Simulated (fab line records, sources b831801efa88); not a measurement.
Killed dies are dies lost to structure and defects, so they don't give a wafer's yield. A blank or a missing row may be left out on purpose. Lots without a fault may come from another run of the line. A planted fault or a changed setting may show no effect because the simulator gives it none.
Problem report in the 8D (eight disciplines) form, filled by code | flow gf180mcu | the parts of the form that need people (team, actions taken, sign-off) are left out

1. THE PROBLEM
STI_CVD_23_THK at GF_STI_THK_MEAS_24 reads a mean of 603 nm on 4 wafers of 2 lots; wafers without a fault read 651 nm with a standard deviation of 5.7. That is -8.4 standard deviations from the usual mean.
First seen on wafer L455.3, day 5 07:40, on film_metro-04. The record holds 18 wafers of 6 lots with a number at this step. Rule for "out", or "out of limits": more than 4 standard deviations from the usual mean. The other wafers with a number count as sound.

2. WHAT IT IS AND WHAT IT IS NOT
question                    | is                             | is not
which readings at this step | STI_CVD_23_THK                 | -
which lots                  | L455, L456                     | L444, L447, L451, L459
which wafers of those lots  | L455.3, L455.5, L456.3, L456.6 | L455.2, L456.2
read on which gauges        | film_metro-04                  | film_metro-01, film_metro-03
when                        | from day 5 07:40               | up to then (10 sound wafers); but 4 sound wafers of L456, L459 came after

3. SUSPECTS, AND WHAT RULES EACH OUT
Counting: a tool at a process step up to the reading stays a suspect if it ran every lot that is out. Sound lots after the first of them don't rule it out here, since some wafers of a struck lot are sound.
- the gauge at GF_STI_THK_MEAS_24: kept. All the wafers that are out were read on film_metro-04, and no step on other tools shows them out.
- rie_diel-02 at GF_STI_ETCH_13 (etches the open film in CHF3/O2, stops on Si, target depth 282.31 nm, time 112.9 s): kept. It ran every lot that is out, first L455 (day 5 02:34); its last sound lot up to then is L451 (day 4 05:07).
- rie_si-01 at GF_STI_ETCH_14 (etches Si in HBr/Cl2/O2, target depth 360 nm, time 102.9 s): kept. It ran every lot that is out, first L455 (day 5 02:39).
- hdpcvd-02 at GF_STI_CVD_23 (deposits SiO2, target thk 650 nm, time 108.3 s): kept. It ran every lot that is out, first L455 (day 5 07:35); its last sound lot up to then is L451 (day 4 08:28).
- Within hdpcvd-02 at GF_STI_CVD_23: the wafers that are out ran in chamber 0; their sound lot-mates ran in chamber 2.
Left after counting: rie_diel-02 at GF_STI_ETCH_13, rie_si-01 at GF_STI_ETCH_14, hdpcvd-02 at GF_STI_CVD_23, film_metro-04 at GF_STI_THK_MEAS_24.

4. THE CAUSE (what the simulator had put in)
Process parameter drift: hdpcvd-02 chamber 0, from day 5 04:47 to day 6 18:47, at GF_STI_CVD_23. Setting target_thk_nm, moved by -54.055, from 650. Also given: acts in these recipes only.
Counting left 4 suspects, and this tool is among them.

5. THE CHAIN OF EFFECTS, in route order
Each row: a reading whose mean over the struck wafers that have a number lies more than 3 standard deviations from the usual. Only readings for which the record gives a usual standard deviation are gone through. hours: the time from each lot's start at the first step in this table that gives one to its start at this step, as a median over the lots. sigmas: the change in usual standard deviations.
hours | step               | reading        | usual  | on struck wafers | change | sigmas
0     | GF_STI_THK_MEAS_24 | STI_CVD_23_THK | 651 nm | 603              | -48    | -8.4

6. WHAT WOULD HAVE CAUGHT IT SOONER
In this record the first reading out of limits at a measuring or inspecting step was taken at day 5 07:40, 3 hours after the fault began at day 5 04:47.
Of the lots that are out (2), L456 began GF_STI_CVD_23 on hdpcvd-02 after day 5 07:40. A hold on the tool at that time would have spared it.
